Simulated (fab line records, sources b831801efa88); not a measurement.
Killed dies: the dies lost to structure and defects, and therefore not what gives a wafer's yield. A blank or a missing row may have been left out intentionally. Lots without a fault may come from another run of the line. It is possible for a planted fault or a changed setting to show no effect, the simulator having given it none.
fab line records    flow sky130
[record] lots = 12  wafers = 36  last_day = 51
route steps=708 shown SD_P@328 LI_CONTACT@382 METAL1@449 VIA2@516 PAD_OPEN@708
lots that met no fault: taken from a fault-free run of the same line
start_h: the number of hours between the record's first day and the start of the first shown wafer of the lot    wait_h: how many hours have passed since the lot's step before this one    " the same as in the row above    L1.1+2: a single row standing in for several wafers    - value missing, or start not given    * or withheld: withheld    < > ~ a bound
route shown NAME@n: a module of which the file shows steps, and the number in the route of the first    usual: mean and standard deviation over wafers with no fault    same: alike in all rows    chamber/n: place in a boat    sites: readings site by site    _std_site: how widely they spread, as a standard deviation    _edge_site: mean of outer sites minus mean of inner sites    radius_mm: how far each site lies from the wafer's centre    mask NAME#n: copy n    behind: the last tool/chamber to shape the wafer    hold: reason for holding the lot/hours on hold/outcome of the hold    device: which transistor (n, p or np) failed to switch    end of line: at the end of the route, the tests of the same wafers    for a step that has no rows: nothing shown but its recipe    killed: the dies lost at the first sort to structure and to defects; this is not the yield of the wafer    map: the dies of a wafer, with x for killed, . for not killed, _ for no die there
set.NAME: the setting as run; set.NAME@STEP: as run at that earlier step    model.NAME: the simulator's own value behind a step, which no gauge read
the route's steps for a sample of lots (tables are steps, rows are wafers)
services: a tool's chamber out of use, with start hour (start_h, from the record's first day; less than 0 if before it), hours out, and reason
[[steps]]
[step SKY_SD_P_OVL_MEAS_08]
[usual] SD_P_OVL = -1.0/1.2
lot.wafer  tool        chamber  start_h  wait_h  SD_P_OVL[nm]
L974.2     overlay-01  -        609.54   0.1     -0.1
L974.5     "           -        "        "       0.6
L974.6     "           -        "        "       -2.3
L975.1     overlay-02  -        622.26   0.1     0.2
L975.3     "           -        "        "       0.0
L975.5     "           -        "        "       0.7
L976.1     overlay-02  -        624.68   0.1     -1.4
L976.5     "           -        "        "       -1.3
L976.6     "           -        "        "       -0.9
L978.1     overlay-02  -        640.33   0.1     -1.7
L978.4     "           -        "        "       -3.1
L978.5     "           -        "        "       -0.3
L979.1     overlay-02  -        647.07   0.1     -1.4
L979.2     "           -        "        "       0.1
L979.3     "           -        "        "       1.1
L980.1     overlay-02  -        651.28   0.1     -1.6
L980.3     "           -        "        "       0.4
L980.4     "           -        "        "       -1.4
L987.2     overlay-01  -        717.79   0.1     -2.5
L987.3     "           -        "        "       -2.5
L987.5     "           -        "        "       -2.0
L988.1     overlay-01  -        722.93   0.1     -1.6
L988.4     "           -        "        "       -2.3
L988.5     "           -        "        "       -4.1
L992.1     overlay-01  -        747.17   0.1     -0.1
L992.3     "           -        "        "       -0.9
L992.5     "           -        "        "       -0.7
L994.2     overlay-02  -        764.14   0.1     -0.5
L994.3     "           -        "        "       -2.5
L994.6     "           -        "        "       -3.7
L996.4     overlay-02  -        778.54   0.1     -2.4
L996.5     "           -        "        "       0.3
L996.6     "           -        "        "       -3.1
L997.1     overlay-02  -        786.46   0.1     -0.2
L997.3     "           -        "        "       -0.6
L997.5     "           -        "        "       0.9
[step SKY_LI_CONTACT_SPUTTER_20]
[recipe] material = TiN  target_thk_nm = 20  chamber_pressure_pa = 5  power_w = 4000  time_s = 80
[usual] throttle_valve_pct = 29.7/1.5
[same] time_s = 80
lot.wafer  tool            chamber  start_h  wait_h  throttle_valve_pct
L974.2     pvd_sputter-03  -        701.22   0.0     28.4
L974.5     "               -        "        "       29.7
L974.6     "               -        "        "       31.5
L975.1     pvd_sputter-03  -        711.99   0.0     28.1
L975.3     "               -        "        "       29.7
L975.5     "               -        "        "       28.1
L976.1     pvd_sputter-01  -        713.74   0.0     30.8
L976.5     "               -        "        "       30.7
L976.6     "               -        "        "       28.4
L978.1     pvd_sputter-02  -        730.45   0.0     32.7
L978.4     "               -        "        "       29.4
L978.5     "               -        "        "       32.8
L979.1     pvd_sputter-01  -        735.72   0.0     30.0
L979.2     "               -        "        "       31.0
L979.3     "               -        "        "       30.6
L980.1     pvd_sputter-01  -        740.19   0.0     30.0
L980.3     "               -        "        "       28.1
L980.4     "               -        "        "       31.0
L987.2     pvd_sputter-02  -        803.94   0.0     28.7
L987.3     "               -        "        "       27.2
L987.5     "               -        "        "       29.2
L988.1     pvd_sputter-02  -        809.41   0.0     26.9
L988.4     "               -        "        "       29.1
L988.5     "               -        "        "       28.8
L992.1     pvd_sputter-01  -        831.99   0.0     31.0
L992.3     "               -        "        "       30.2
L992.5     "               -        "        "       28.4
L994.2     pvd_sputter-03  -        846.42   0.0     29.6
L994.3     "               -        "        "       31.6
L994.6     "               -        "        "       28.4
L996.4     pvd_sputter-03  -        861.44   0.0     31.5
L996.5     "               -        "        "       29.8
L996.6     "               -        "        "       29.5
L997.1     pvd_sputter-03  -        871.97   0.0     28.3
L997.3     "               -        "        "       29.4
L997.5     "               -        "        "       31.4
[step SKY_METAL1_CD_MEAS_15]
[recipe] target_cd_nm = 140
[usual] cd_nm = 139.6/1.4
lot.wafer  tool       chamber  start_h  wait_h  cd_nm
L974.2     cd_sem-01  -        790.53   -       141.6
L974.5     "          -        "        "       141.5
L974.6     "          -        "        "       142.2
L975.1     cd_sem-02  -        801.76   -       136.8
L975.3     "          -        "        "       137.7
L975.5     "          -        "        "       137.5
L976.1     cd_sem-02  -        802.92   -       141.4
L976.5     "          -        "        "       140.8
L976.6     "          -        "        "       140.3
L978.1     cd_sem-01  -        817.57   -       139.7
L978.4     "          -        "        "       140.3
L978.5     "          -        "        "       138.9
L979.1     cd_sem-02  -        821.61   -       139.9
L979.2     "          -        "        "       139.8
L979.3     "          -        "        "       138.6
L980.1     cd_sem-01  -        826.37   -       138.8
L980.3     "          -        "        "       141.6
L980.4     "          -        "        "       140.6
L987.2     cd_sem-02  -        887.43   -       140.9
L987.3     "          -        "        "       140.1
L987.5     "          -        "        "       139.9
L988.1     cd_sem-02  -        893.16   -       141.4
L988.4     "          -        "        "       138.5
L988.5     "          -        "        "       140.4
L992.1     cd_sem-01  -        915.22   -       139.8
L992.3     "          -        "        "       137.5
L992.5     "          -        "        "       139.5
L994.2     cd_sem-02  -        929.29   -       135.8
L994.3     "          -        "        "       136.9
L994.6     "          -        "        "       138.7
L996.4     cd_sem-01  -        943.28   -       139.4
L996.5     "          -        "        "       139.4
L996.6     "          -        "        "       140.7
L997.1     cd_sem-01  -        952.16   -       138.9
L997.3     "          -        "        "       138.4
L997.5     "          -        "        "       139.8
[step SKY_VIA2_EXPOSE_09]
[recipe] mask_id = VIM2  na = 0.8  source_shape = annular  sigma_inner = 0.55  sigma_outer = 0.85  target_cd_nm = 200  dose_mj = 38
[usual] focus_offset_nm = 0.0/0.65
lot.wafer  tool            chamber  start_h  wait_h  mask    focus_offset_nm
L974.2     krf_scanner-02  0        861.88   -       VIM2#0  -0.8
L974.5     "               0        "        "       VIM2#0  -0.1
L974.6     "               0        "        "       VIM2#0  -0.5
L975.1     krf_scanner-01  0        872.56   -       VIM2#0  -1.4
L975.3     "               0        "        "       VIM2#0  -0.6
L975.5     "               0        "        "       VIM2#0  -0.6
L976.1     krf_scanner-02  0        874.78   -       VIM2#0  -0.4
L976.5     "               0        "        "       VIM2#0  0.0
L976.6     "               0        "        "       VIM2#0  -0.9
L978.1     krf_scanner-02  0        889.31   -       VIM2#0  -0.1
L978.4     "               0        "        "       VIM2#0  -0.4
L978.5     "               0        "        "       VIM2#0  -0.9
L979.1     krf_scanner-02  0        892.81   -       VIM2#0  -0.1
L979.2     "               0        "        "       VIM2#0  0.0
L979.3     "               0        "        "       VIM2#0  -0.7
L980.1     krf_scanner-01  0        897.04   -       VIM2#0  -0.3
L980.3     "               0        "        "       VIM2#0  0.5
L980.4     "               0        "        "       VIM2#0  0.5
L987.2     krf_scanner-02  0        955.84   -       VIM2#0  -0.4
L987.3     "               0        "        "       VIM2#0  -0.2
L987.5     "               0        "        "       VIM2#0  -0.4
L988.1     krf_scanner-02  0        961.21   -       VIM2#0  0.6
L988.4     "               0        "        "       VIM2#0  1.1
L988.5     "               0        "        "       VIM2#0  -0.6
L992.1     krf_scanner-01  0        982.74   -       VIM2#0  0.8
L992.3     "               0        "        "       VIM2#0  0.4
L992.5     "               0        "        "       VIM2#0  -0.3
L994.2     krf_scanner-01  0        995.21   -       VIM2#0  0.6
L994.3     "               0        "        "       VIM2#0  0.2
L994.6     "               0        "        "       VIM2#0  0.2
L996.4     krf_scanner-01  0        1008.75  -       VIM2#0  0.1
L996.5     "               0        "        "       VIM2#0  0.8
L996.6     "               0        "        "       VIM2#0  -0.3
L997.1     krf_scanner-02  0        1016.94  -       VIM2#0  -1.5
L997.3     "               0        "        "       VIM2#0  -0.8
L997.5     "               0        "        "       VIM2#0  -0.6
[step SKY_VIA2_CD_MEAS_12]
[recipe] target_cd_nm = 200
[usual] cd_nm = 199.6/1.5
lot.wafer  tool       chamber  start_h  wait_h  cd_nm
L974.2     cd_sem-01  -        875.56   -       199.6
L974.5     "          -        "        "       200.2
L974.6     "          -        "        "       199.0
L975.1     cd_sem-01  -        884.66   -       200.9
L975.3     "          -        "        "       201.5
L975.5     "          -        "        "       201.0
L976.1     cd_sem-01  -        887.57   -       199.0
L976.5     "          -        "        "       199.6
L976.6     "          -        "        "       200.6
L978.1     cd_sem-02  -        902.34   -       199.5
L978.4     "          -        "        "       199.5
L978.5     "          -        "        "       199.3
L979.1     cd_sem-01  -        904.94   -       200.3
L979.2     "          -        "        "       198.9
L979.3     "          -        "        "       199.4
L980.1     cd_sem-01  -        909.39   -       197.3
L980.3     "          -        "        "       195.8
L980.4     "          -        "        "       197.1
L987.2     cd_sem-01  -        967.09   -       182.2
L987.3     "          -        "        "       198.6
L987.5     "          -        "        "       198.0
L988.1     cd_sem-02  -        973.71   -       197.5
L988.4     "          -        "        "       181.6
L988.5     "          -        "        "       198.6
L992.1     cd_sem-01  -        994.41   -       199.2
L992.3     "          -        "        "       201.1
L992.5     "          -        "        "       202.4
L994.2     cd_sem-01  -        1007.53  -       198.8
L994.3     "          -        "        "       199.6
L994.6     "          -        "        "       200.5
L996.4     cd_sem-01  -        1019.95  -       201.2
L996.5     "          -        "        "       199.8
L996.6     "          -        "        "       200.5
L997.1     cd_sem-02  -        1028.94  -       201.1
L997.3     "          -        "        "       200.5
L997.5     "          -        "        "       199.6
[step SKY_PAD_OPEN_PROBE_99]
[usual] defect_limited_yield = 82.3/1.8  killed_at_M0_to_M3 = 43/6.9  killed_at_M4_up = 3.2/1.6  killed_at_contacts = 25/5.1  killed_at_front_end = 16/4.5  killed_at_other = 0.3/0.68  killed_dies = 87/8.9  killed_open = 48/6.9  killed_short = 39/6.3  sort_bin_3_pad_short = 0.8/0.4  sort_bin_5_function = 10.5/1.4  sort_bin_6_memory = 6.4/1.1  sort_n_pass = 405/8.9  sort_yield_pct = 82.3/1.8
[same] gross_dies = 492  killed_at_back_side = 0  sort_bin_4_leakage[%] = 0  sort_bin_8_speed[%] = 0
lot.wafer  tool       chamber  start_h  wait_h  defect_limited_yield[%]  killed_at_M0_to_M3  killed_at_M4_up  killed_at_contacts  killed_at_front_end  killed_at_other  killed_dies  killed_open  killed_short  sort_bin_3_pad_short[%]  sort_bin_5_function[%]  sort_bin_6_memory[%]  sort_n_pass  sort_yield_pct[%]
L975.1     prober-02  -        1114.58  0.1     83.9                     39                  3                31                  6                    0                79           43           36            0.8                      9.6                     5.7                   413          83.9
L975.3     prober-02  -        1114.68  0.2     81.5                     36                  4                24                  26                   1                91           43           48            1.0                      12.0                    5.5                   401          81.5
L975.5     prober-02  -        1114.78  0.2     81.7                     40                  2                26                  22                   0                90           45           45            0.8                      12.0                    5.5                   402          81.7
L987.2     prober-01  -        1177.89  0.1     80.3                     47                  4                23                  22                   1                97           49           47            1.2                      12.6                    5.9                   395          80.3
L987.3     prober-01  -        1177.94  0.2     83.5                     39                  3                26                  13                   0                81           42           39            0                        9.3                     7.1                   411          83.5
L987.5     prober-01  -        1178.04  0.2     79.9                     53                  6                23                  16                   1                99           56           42            0.8                      10.8                    8.5                   393          79.9
L988.1     prober-02  -        1179.69  0.1     80.3                     41                  3                33                  20                   0                97           59           38            0.8                      13.8                    5.1                   395          80.3
L988.4     prober-02  -        1179.84  0.2     82.3                     38                  4                31                  14                   0                87           47           39            1.8                      9.1                     6.7                   405          82.3
L988.5     prober-02  -        1179.89  0.2     81.7                     49                  3                21                  17                   0                90           43           47            0.8                      9.8                     7.7                   402          81.7
L992.1     prober-02  -        1195.97  0.1     81.7                     49                  1                29                  6                    5                90           56           31            1.0                      11.6                    5.7                   402          81.7
L992.3     prober-02  -        1196.07  0.2     81.7                     43                  3                21                  22                   1                90           47           42            0.8                      11.2                    6.3                   402          81.7
L992.5     prober-02  -        1196.17  0.2     80.7                     47                  5                30                  13                   0                95           54           41            0.4                      12.4                    6.5                   397          80.7
// killed by level:class
L975.1 LI_CONTACT:geometric_particle:open=9 CONTACT:geometric_particle:open=9 VIA2:geometric_particle:open=9 VIA1:geometric_particle:short=6 VIA1:geometric_particle:open=6 LOCAL_INTERCONNECT:geometric_particle:short=5 VIA3:geometric_particle:open=5 CONTACT:geometric_particle:short=4
L975.3 CONTACT:geometric_particle:open=9 METAL2:geometric_particle:short=7 LI_CONTACT:geometric_particle:open=7 VIA1:geometric_particle:open=7 POLY_GATE:geometric_particle:open=6 POLY_GATE:geometric_particle:short=5 CONTACT:geometric_particle:short=5 VIA3:geometric_particle:open=5
L975.5 CONTACT:geometric_particle:open=11 VIA2:geometric_particle:open=9 POLY_GATE:geometric_particle:short=8 VIA3:geometric_particle:open=7 VIA1:geometric_particle:open=7 CONTACT:geometric_particle:short=6 FIELD_ISO:geometric_particle:short=5 LI_CONTACT:geometric_particle:open=4
L987.2 VIA1:geometric_particle:open=14 VIA3:geometric_particle:open=8 FIELD_ISO:geometric_particle:short=7 CONTACT:geometric_particle:short=7 LI_CONTACT:geometric_particle:open=7 VIA3:geometric_particle:short=6 VIA1:geometric_particle:short=6 CONTACT:geometric_particle:open=5
L987.3 CONTACT:geometric_particle:open=12 METAL1:geometric_particle:short=8 VIA1:geometric_particle:open=8 FIELD_ISO:geometric_particle:open=6 LI_CONTACT:geometric_particle:open=6 VIA1:geometric_particle:short=6 VIA3:geometric_particle:open=4 VIA3:geometric_particle:short=4
L987.5 VIA2:geometric_particle:open=10 CONTACT:geometric_particle:open=10 FIELD_ISO:geometric_particle:open=9 VIA1:geometric_particle:short=9 VIA1:geometric_particle:open=8 METAL1:geometric_particle:short=7 VIA3:geometric_particle:open=6 CONTACT:geometric_particle:short=4
L988.1 CONTACT:geometric_particle:open=15 VIA3:geometric_particle:open=8 VIA1:geometric_particle:open=8 LI_CONTACT:geometric_particle:open=7 VIA2:geometric_particle:open=6 FIELD_ISO:geometric_particle:open=5 POLY_GATE:geometric_particle:open=4 METAL1:geometric_particle:short=4
L988.4 CONTACT:geometric_particle:open=13 LI_CONTACT:geometric_particle:open=7 CONTACT:geometric_particle:short=6 VIA3:geometric_particle:open=6 VIA1:geometric_particle:open=6 METAL2:geometric_particle:short=5 POLY_GATE:geometric_particle:short=4 FIELD_ISO:geometric_particle:open=3
L988.5 VIA3:geometric_particle:open=8 VIA1:geometric_particle:short=7 VIA1:geometric_particle:open=7 LI_CONTACT:geometric_particle:open=6 CONTACT:geometric_particle:short=6 POLY_GATE:geometric_particle:short=5 METAL1:geometric_particle:short=5 METAL2:geometric_particle:short=4
L992.1 VIA1:geometric_particle:open=21 CONTACT:geometric_particle:open=12 LI_CONTACT:geometric_particle:open=7 VIA3:geometric_particle:open=7 METAL1:geometric_particle:short=6 LI_CONTACT:geometric_particle:short=5 CONTACT:geometric_particle:short=3 VIA1:geometric_particle:short=3
L992.3 VIA1:geometric_particle:open=11 VIA3:geometric_particle:open=9 CONTACT:geometric_particle:open=7 VIA1:geometric_particle:short=7 FIELD_ISO:geometric_particle:open=6 FIELD_ISO:geometric_particle:short=6 POLY_GATE:geometric_particle:open=5 LI_CONTACT:geometric_particle:open=5
L992.5 CONTACT:geometric_particle:open=12 VIA2:geometric_particle:open=10 VIA1:geometric_particle:open=9 LI_CONTACT:geometric_particle:open=7 VIA2:geometric_particle:short=5 VIA3:geometric_particle:open=5 FIELD_ISO:geometric_particle:open=4 CONTACT:geometric_particle:short=4
[[services]]
tool            chamber  start_h  hours  kind
pvd_sputter-03  -        692.16   2.4    repair
krf_scanner-01  -        697.52   0.8    repair
krf_scanner-02  -        699.50   0.8    pm
krf_scanner-01  -        708.42   1.3    pm
pvd_sputter-03  -        714.96   22.0   repair
krf_scanner-01  -        716.65   3.6    pm
krf_scanner-02  -        722.74   0.3    repair
krf_scanner-02  -        727.86   1.3    pm
pvd_sputter-03  -        737.05   1.7    repair
krf_scanner-02  -        741.47   3.9    repair
krf_scanner-01  -        752.78   0.9    repair
krf_scanner-01  -        788.62   0.8    pm
krf_scanner-02  -        793.92   1.0    pm
krf_scanner-01  -        811.86   1.0    pm
krf_scanner-01  -        825.40   0.8    pm
krf_scanner-01  -        828.92   0.7    repair
krf_scanner-01  -        848.07   4.4    pm
krf_scanner-01  -        855.33   2.2    repair
krf_scanner-02  -        868.30   0.8    pm
krf_scanner-01  -        884.32   1.3    pm
krf_scanner-02  -        903.78   1.3    pm
krf_scanner-02  -        961.67   0.3    repair
krf_scanner-02  -        962.92   1.0    pm
krf_scanner-02  -        1011.74  0.8    repair
[[key]]
[first_sign] step = SKY_VIA2_CD_MEAS_12  reading = cd_nm  direction = down  sigmas = 12  usual = 199.6  struck = 181.9
effect none on later readings
met_at SKY_VIA2_EXPOSE_09
struck_lots L987,L988
struck_wafers L987.2,L988.4
not_acting_at SKY_SD_P_OVL_MEAS_08,SKY_LI_CONTACT_SPUTTER_20,SKY_METAL1_CD_MEAS_15
onset_between 892.81 955.84
[fault] kind = process_parameter_drift  tool = krf_scanner-02  chamber = -  onset_h = 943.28  steps = SKY_VIA2_EXPOSE_09  channel = focus_nm  offset = 224.61  shape = step  end_h = 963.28  scope = struck_wafers_only
